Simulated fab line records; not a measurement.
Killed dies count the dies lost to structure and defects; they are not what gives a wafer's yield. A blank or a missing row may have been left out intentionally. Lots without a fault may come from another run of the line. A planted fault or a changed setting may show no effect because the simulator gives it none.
What tool caused it? || flow gf180mcu || 11 lots, 33 wafers sampled, at 2 steps of a route of 602

WHAT EACH GAUGE READ, for each wafer
GF_HV_LDD_OVL_MEAS_08.
{"lot": "L692", "measured": "day 10 07:35", "on": "overlay-02", "HV_LDD_OVL (nm)": "-1.2 0.1 -1.9"}
{"lot": "L693", "measured": "day 10 15:03", "on": "overlay-02", "HV_LDD_OVL (nm)": "0.5 -0.3 -0.6"}
{"lot": "L694", "measured": "day 10 15:22", "on": "overlay-01", "HV_LDD_OVL (nm)": "1.0 1.5 0.4"}
{"lot": "L695", "measured": "day 10 21:29", "on": "overlay-02", "HV_LDD_OVL (nm)": "1.8 2.3 1.8"}
{"lot": "L696", "measured": "day 11 02:02", "on": "overlay-02", "HV_LDD_OVL (nm)": "2.6 -1.4 0.7"}
{"lot": "L703", "measured": "day 13 09:12", "on": "overlay-02", "HV_LDD_OVL (nm)": "300.6 300.3 299.7 302.0 301.3 300.5"}
{"lot": "L704", "measured": "day 13 17:20", "on": "overlay-01", "HV_LDD_OVL (nm)": "-0.5 3.1 -0.2"}
{"lot": "L705", "measured": "day 13 17:56", "on": "overlay-01", "HV_LDD_OVL (nm)": "302.4 302.8 303.3 303.3 304.4 303.8"}
{"lot": "L711", "measured": "day 15 16:57", "on": "overlay-01", "HV_LDD_OVL (nm)": "1.2 2.2 1.0"}
{"lot": "L712", "measured": "day 16 15:42", "on": "overlay-01", "HV_LDD_OVL (nm)": "-1.0 0.1 -1.0"}
{"lot": "L714", "measured": "day 16 20:39", "on": "overlay-01", "HV_LDD_OVL (nm)": "-0.4 -1.0 -1.5"}

EACH LOT AND THE TOOL THAT RAN IT (in order: tool; ch and the chambers of the sampled wafers; start)
{"lot": "L692", "GF_HV_LDD_EXPOSE_04": "iline_stepper-02 ch 0, day 9 22:49"}
{"lot": "L693", "GF_HV_LDD_EXPOSE_04": "iline_stepper-02 ch 0, day 10 06:17"}
{"lot": "L694", "GF_HV_LDD_EXPOSE_04": "iline_stepper-02 ch 0, day 10 06:57"}
{"lot": "L695", "GF_HV_LDD_EXPOSE_04": "iline_stepper-01 ch 0, day 10 12:46"}
{"lot": "L696", "GF_HV_LDD_EXPOSE_04": "iline_stepper-01 ch 0, day 10 16:57"}
{"lot": "L703", "GF_HV_LDD_EXPOSE_04": "iline_stepper-02 ch 0, day 12 23:43"}
{"lot": "L704", "GF_HV_LDD_EXPOSE_04": "iline_stepper-01 ch 0, day 13 07:25"}
{"lot": "L705", "GF_HV_LDD_EXPOSE_04": "iline_stepper-02 ch 0, day 13 07:47"}
{"lot": "L711", "GF_HV_LDD_EXPOSE_04": "iline_stepper-01 ch 0, day 15 07:02"}
{"lot": "L712", "GF_HV_LDD_EXPOSE_04": "iline_stepper-01 ch 0, day 16 04:55"}
{"lot": "L714", "GF_HV_LDD_EXPOSE_04": "iline_stepper-01 ch 0, day 16 10:32"}
- GF_HV_LDD_EXPOSE_04: exposes mask Nplus LV AREA, target cd 400 nm.

THE ANSWER, worked out from the rows above alone
Rule: the usual values come from the lots themselves. Put in order of their means at a reading, lots are off if they are a third of the lots or fewer, leave a main group of 4 or more, and stand apart from it by a gap of 3 or more times the standard deviation of the main group's means; of several such gaps the widest counts. The tables above print the reading to a certain number of digits; a main group whose means all agree to those digits is not used. Also off: a lot with no number at a reading for which 4 or more lots have one. Any other lot the step has rows for is counted as sound.
Off: at GF_HV_LDD_OVL_MEAS_08 (HV_LDD_OVL), L703, L705. Main group: mean 0.3 nm, sd 1.
A tool fits if, at a process step before that reading, it ran every lot that is off, and no sound lot after the first of them. Those tools and the gauges at GF_HV_LDD_OVL_MEAS_08 are tried in the same way. One candidate fits, namely iline_stepper-02 at GF_HV_LDD_EXPOSE_04. Its last sound lot is L694 (day 10 06:57), its first lot that is off L703 (day 12 23:43): a fault that began between those two fits.

WHAT THE SIMULATOR HAD PUT IN
Scanner matching overlay: iline_stepper-02, from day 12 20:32 on, at GF_HV_LDD_EXPOSE_04. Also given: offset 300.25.
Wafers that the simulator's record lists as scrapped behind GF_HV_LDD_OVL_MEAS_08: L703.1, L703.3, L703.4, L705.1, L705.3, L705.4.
Shown lots that were struck: L703, L705. The rule above found the same.
